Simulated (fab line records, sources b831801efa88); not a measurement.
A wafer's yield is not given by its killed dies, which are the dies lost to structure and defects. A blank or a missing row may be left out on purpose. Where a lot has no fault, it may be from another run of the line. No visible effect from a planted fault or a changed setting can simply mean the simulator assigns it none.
Shared-tool check || flow sky130 || Sampled: 11 lots, 36 wafers

THE REASON FOR OPENING IT
SKY_VT_ADJUST_HVTR_TW_MEAS_11, reading VT_ADJUST_HVTR_TW: flagged on 1 of 11 lots. No-fault wafers: 212.2, standard deviation 1.5.
Rule: a lot is flagged when every wafer of it that has a number lies more than 4 standard deviations from that mean, or none has a number. As for the other lots, they are considered sound.

{"lot": "L930", "measured": "day 9 16:31", "on": "film_metro-04", "VT_ADJUST_HVTR_TW, wafer by wafer": "213.5 211.2 212.8", "flag": ""}
{"lot": "L931", "measured": "day 9 17:50", "on": "film_metro-01", "VT_ADJUST_HVTR_TW, wafer by wafer": "211.0 210.2 211.1", "flag": ""}
{"lot": "L936", "measured": "day 11 02:25", "on": "film_metro-02", "VT_ADJUST_HVTR_TW, wafer by wafer": "214.0 213.4 214.1", "flag": ""}
{"lot": "L938", "measured": "day 11 16:01", "on": "film_metro-02", "VT_ADJUST_HVTR_TW, wafer by wafer": "30.2 30.0 30.2 30.2 30.3 30.2", "flag": "FLAGGED"}
{"lot": "L939", "measured": "day 11 21:32", "on": "film_metro-04", "VT_ADJUST_HVTR_TW, wafer by wafer": "211.9 212.2 211.8", "flag": ""}
{"lot": "L946", "measured": "day 14 07:00", "on": "film_metro-02", "VT_ADJUST_HVTR_TW, wafer by wafer": "213.2 213.5 213.0", "flag": ""}
{"lot": "L947", "measured": "day 14 10:25", "on": "film_metro-02", "VT_ADJUST_HVTR_TW, wafer by wafer": "213.2 214.1 214.8", "flag": ""}
{"lot": "L948", "measured": "day 14 19:10", "on": "film_metro-01", "VT_ADJUST_HVTR_TW, wafer by wafer": "210.0 210.4 210.7", "flag": ""}
{"lot": "L949", "measured": "day 15 01:31", "on": "film_metro-01", "VT_ADJUST_HVTR_TW, wafer by wafer": "208.2 209.9 210.0", "flag": ""}
{"lot": "L950", "measured": "day 15 06:28", "on": "film_metro-02", "VT_ADJUST_HVTR_TW, wafer by wafer": "214.4 213.5 213.8", "flag": ""}
{"lot": "L953", "measured": "day 17 04:37", "on": "film_metro-02", "VT_ADJUST_HVTR_TW, wafer by wafer": "213.0 213.5 213.7", "flag": ""}
The numbers of the flagged lots are 30.2 on average: -182.0 against the usual, or -99 or more standard deviations.

TOOL THAT RAN EACH LOT
3 process steps preceding the reading are held in the record, out of 708 steps in the route. Cell contents, in order: the tool; ch with the chambers the sampled wafers went through; the start.
{"lot": "L930", "flag": "", "SKY_NWELL_RTA_28": "rtp_anneal-01 ch 0, day 5 14:25", "SKY_VT_ADJUST_HVTR_EXPOSE_04": "iline_stepper-01 ch 0, day 9 05:49", "SKY_VT_ADJUST_HVTR_STRIP_10": "plasma_asher-01 ch 0,1, day 9 16:25"}
{"lot": "L931", "flag": "", "SKY_NWELL_RTA_28": "rtp_anneal-02 ch 0, day 5 16:22", "SKY_VT_ADJUST_HVTR_EXPOSE_04": "iline_stepper-02 ch 0, day 9 07:32", "SKY_VT_ADJUST_HVTR_STRIP_10": "plasma_asher-02 ch 0,1, day 9 17:44"}
{"lot": "L936", "flag": "", "SKY_NWELL_RTA_28": "rtp_anneal-01 ch 0, day 6 19:37", "SKY_VT_ADJUST_HVTR_EXPOSE_04": "iline_stepper-02 ch 0, day 10 15:04", "SKY_VT_ADJUST_HVTR_STRIP_10": "plasma_asher-01 ch 0,1, day 11 02:19"}
{"lot": "L938", "flag": "FLAGGED", "SKY_NWELL_RTA_28": "rtp_anneal-02 ch 0, day 7 08:22", "SKY_VT_ADJUST_HVTR_EXPOSE_04": "iline_stepper-01 ch 0, day 11 05:10", "SKY_VT_ADJUST_HVTR_STRIP_10": "plasma_asher-01 ch 0,1, day 11 15:55"}
{"lot": "L939", "flag": "", "SKY_NWELL_RTA_28": "rtp_anneal-01 ch 0, day 7 13:35", "SKY_VT_ADJUST_HVTR_EXPOSE_04": "iline_stepper-02 ch 0, day 11 10:10", "SKY_VT_ADJUST_HVTR_STRIP_10": "plasma_asher-03 ch 0,1, day 11 21:26"}
{"lot": "L946", "flag": "", "SKY_NWELL_RTA_28": "rtp_anneal-02 ch 0, day 9 12:26", "SKY_VT_ADJUST_HVTR_EXPOSE_04": "iline_stepper-01 ch 0, day 13 17:31", "SKY_VT_ADJUST_HVTR_STRIP_10": "plasma_asher-03 ch 0,1, day 14 06:54"}
{"lot": "L947", "flag": "", "SKY_NWELL_RTA_28": "rtp_anneal-02 ch 0, day 9 13:43", "SKY_VT_ADJUST_HVTR_EXPOSE_04": "iline_stepper-02 ch 0, day 13 21:28", "SKY_VT_ADJUST_HVTR_STRIP_10": "plasma_asher-01 ch 0,1, day 14 10:19"}
{"lot": "L948", "flag": "", "SKY_NWELL_RTA_28": "rtp_anneal-01 ch 0, day 9 23:02", "SKY_VT_ADJUST_HVTR_EXPOSE_04": "iline_stepper-01 ch 0, day 14 07:00", "SKY_VT_ADJUST_HVTR_STRIP_10": "plasma_asher-01 ch 0,1, day 14 19:04"}
{"lot": "L949", "flag": "", "SKY_NWELL_RTA_28": "rtp_anneal-01 ch 0, day 10 01:43", "SKY_VT_ADJUST_HVTR_EXPOSE_04": "iline_stepper-01 ch 0, day 14 11:37", "SKY_VT_ADJUST_HVTR_STRIP_10": "plasma_asher-02 ch 0,1, day 15 01:25"}
{"lot": "L950", "flag": "", "SKY_NWELL_RTA_28": "rtp_anneal-01 ch 0, day 10 06:00", "SKY_VT_ADJUST_HVTR_EXPOSE_04": "iline_stepper-01 ch 0, day 14 16:59", "SKY_VT_ADJUST_HVTR_STRIP_10": "plasma_asher-03 ch 0,1, day 15 06:22"}
{"lot": "L953", "flag": "", "SKY_NWELL_RTA_28": "rtp_anneal-02 ch 0, day 11 19:56", "SKY_VT_ADJUST_HVTR_EXPOSE_04": "iline_stepper-01 ch 0, day 16 14:13", "SKY_VT_ADJUST_HVTR_STRIP_10": "plasma_asher-02 ch 0,1, day 17 04:32"}
What these steps do:
- SKY_NWELL_RTA_28: time 30 s.
- SKY_VT_ADJUST_HVTR_EXPOSE_04: exposes mask HVTRM, target cd 380 nm.
- SKY_VT_ADJUST_HVTR_STRIP_10: strips in O2/N2.
- SKY_VT_ADJUST_HVTR_TW_MEAS_11

FLAGGED OVER TOTAL, TOOL BY TOOL (the gauges that took the reading come last)
{"step": "SKY_NWELL_RTA_28", "tool": "rtp_anneal-01", "lots run": 6, "flagged": 0, "share of the flagged lots": "none", "sound lots run after its first flagged lot": "-"}
{"step": "SKY_NWELL_RTA_28", "tool": "rtp_anneal-02", "lots run": 5, "flagged": 1, "share of the flagged lots": "all", "sound lots run after its first flagged lot": "3 (L946,L947,L953)"}
{"step": "SKY_VT_ADJUST_HVTR_EXPOSE_04", "tool": "iline_stepper-01", "lots run": 7, "flagged": 1, "share of the flagged lots": "all", "sound lots run after its first flagged lot": "5 (L946,L948,L949,L950,L953)"}
{"step": "SKY_VT_ADJUST_HVTR_EXPOSE_04", "tool": "iline_stepper-02", "lots run": 4, "flagged": 0, "share of the flagged lots": "none", "sound lots run after its first flagged lot": "-"}
{"step": "SKY_VT_ADJUST_HVTR_STRIP_10", "tool": "plasma_asher-01", "lots run": 5, "flagged": 1, "share of the flagged lots": "all", "sound lots run after its first flagged lot": "2 (L947,L948)"}
{"step": "SKY_VT_ADJUST_HVTR_STRIP_10", "tool": "plasma_asher-02", "lots run": 3, "flagged": 0, "share of the flagged lots": "none", "sound lots run after its first flagged lot": "-"}
{"step": "SKY_VT_ADJUST_HVTR_STRIP_10", "tool": "plasma_asher-03", "lots run": 3, "flagged": 0, "share of the flagged lots": "none", "sound lots run after its first flagged lot": "-"}
{"step": "SKY_VT_ADJUST_HVTR_TW_MEAS_11", "tool": "film_metro-01", "lots run": 3, "flagged": 0, "share of the flagged lots": "none", "sound lots run after its first flagged lot": "-"}
{"step": "SKY_VT_ADJUST_HVTR_TW_MEAS_11", "tool": "film_metro-02", "lots run": 6, "flagged": 1, "share of the flagged lots": "all", "sound lots run after its first flagged lot": "4 (L946,L947,L950,L953)"}
{"step": "SKY_VT_ADJUST_HVTR_TW_MEAS_11", "tool": "film_metro-04", "lots run": 2, "flagged": 0, "share of the flagged lots": "none", "sound lots run after its first flagged lot": "-"}

WHAT IS ALLOWED BY THE TABLE
4 rows of the table ran every flagged lot: rtp_anneal-02 at SKY_NWELL_RTA_28, iline_stepper-01 at SKY_VT_ADJUST_HVTR_EXPOSE_04, plasma_asher-01 at SKY_VT_ADJUST_HVTR_STRIP_10, film_metro-02 at SKY_VT_ADJUST_HVTR_TW_MEAS_11.
- rtp_anneal-02 at SKY_NWELL_RTA_28 ran 5 lots, 1 of them flagged. Sound lots followed the first flagged one (L946, L947, L953) on it, something a lasting fault affecting the whole tool could not allow.
- iline_stepper-01 at SKY_VT_ADJUST_HVTR_EXPOSE_04 ran 7 lots, 1 of them flagged. Sound lots followed the first flagged one (L946, L948, L949, L950, L953) on it, something a lasting fault affecting the whole tool could not allow.
- plasma_asher-01 at SKY_VT_ADJUST_HVTR_STRIP_10 ran 5 lots, 1 of them flagged. Sound lots followed the first flagged one (L947, L948) on it, something a lasting fault affecting the whole tool could not allow.
- film_metro-02 at SKY_VT_ADJUST_HVTR_TW_MEAS_11 ran 6 lots, 1 of them flagged. Sound lots followed the first flagged one (L946, L947, L950, L953) on it, something a lasting fault affecting the whole tool could not allow.
There is no row in the table that ran each flagged lot and no sound lot after the first.

WHAT WAS PUT IN BY THE SIMULATOR
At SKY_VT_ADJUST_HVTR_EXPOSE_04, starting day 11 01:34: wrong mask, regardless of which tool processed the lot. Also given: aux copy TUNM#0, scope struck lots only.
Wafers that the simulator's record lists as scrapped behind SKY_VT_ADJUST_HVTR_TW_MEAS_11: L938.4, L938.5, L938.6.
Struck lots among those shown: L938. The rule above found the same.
